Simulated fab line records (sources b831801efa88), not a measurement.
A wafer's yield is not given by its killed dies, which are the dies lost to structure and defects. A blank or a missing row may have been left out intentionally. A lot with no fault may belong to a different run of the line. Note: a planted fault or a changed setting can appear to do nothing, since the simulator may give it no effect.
Matching of chambers || flow sky130 || SKY_CONTACT_CMP_04 on cmp-02 has 4 sister chambers
The step polishes SiO2. 8 wafers are shown with their chamber, then 7 later ones without.

WAFERS WITH THEIR CHAMBER
{"wafer": "L174.3", "chamber": 0, "motorCurrentA (A)": 12.6, "retainingRingPressureFrac": 0.996}
{"wafer": "L174.4", "chamber": 3, "motorCurrentA (A)": 11.7, "retainingRingPressureFrac": 0.995}
{"wafer": "L174.5", "chamber": 1, "motorCurrentA (A)": 11.3, "retainingRingPressureFrac": 1.000}
{"wafer": "L176.1", "chamber": 0, "motorCurrentA (A)": 11.9, "retainingRingPressureFrac": 1.002}
{"wafer": "L176.2", "chamber": 2, "motorCurrentA (A)": 10.6, "retainingRingPressureFrac": 0.996}
{"wafer": "L176.5", "chamber": 2, "motorCurrentA (A)": 10.2, "retainingRingPressureFrac": 0.995}
{"wafer": "L180.1", "chamber": 3, "motorCurrentA (A)": 11.7, "retainingRingPressureFrac": 1.000}
{"wafer": "L180.3", "chamber": 1, "motorCurrentA (A)": 11.2, "retainingRingPressureFrac": 1.006}

WAFERS WHOSE CHAMBER IS MISSING
{"wafer": "L180.5", "motorCurrentA (A)": 11.8, "retainingRingPressureFrac": 1.004}
{"wafer": "L188.1", "motorCurrentA (A)": 10.5, "retainingRingPressureFrac": 0.998}
{"wafer": "L188.3", "motorCurrentA (A)": 10.8, "retainingRingPressureFrac": 1.007}
{"wafer": "L188.5", "motorCurrentA (A)": 11.7, "retainingRingPressureFrac": 1.003}
{"wafer": "L189.2", "motorCurrentA (A)": 11.3, "retainingRingPressureFrac": 0.994}
{"wafer": "L189.4", "motorCurrentA (A)": 10.6, "retainingRingPressureFrac": 1.007}
{"wafer": "L189.5", "motorCurrentA (A)": 11.2, "retainingRingPressureFrac": 0.990}

WHICH CHAMBER EACH ONE RAN IN
{"wafer": "L180.5", "from the rows above": "can't be placed: 3 or 1 or 0", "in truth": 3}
{"wafer": "L188.1", "from the rows above": 2, "in truth": 2}
{"wafer": "L188.3", "from the rows above": "can't be placed: 1 or 2", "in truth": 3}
{"wafer": "L188.5", "from the rows above": "can't be placed: 1 or 3 or 0", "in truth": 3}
{"wafer": "L189.2", "from the rows above": "can't be placed: 3 or 1 or 2 or 0", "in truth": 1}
{"wafer": "L189.4", "from the rows above": "can't be placed: 1 or 2", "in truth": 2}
{"wafer": "L189.5", "from the rows above": "can't be placed: 3 or 2 or 1 or 0", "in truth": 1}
Placed correctly: 1 of 7. Cannot be placed on the basis of these rows: 6; the candidates contain the true chamber in 5. Wrongly placed: 0.
How it was worked out, from the rows above alone: a wafer's distance from a chamber is the root of the sum, over the readings, of the square of ((its reading less the chamber's mean) divided by the reading's scatter). The wafer belongs to the nearest chamber; if the next one is less than 2 further off, it can't be placed. Each chamber's mean is taken over the wafers shown for it. The scatter is the square root of a quotient: the sum, over the shown wafers, of each reading's squared deviation from its chamber's mean, divided by wafers minus chambers.
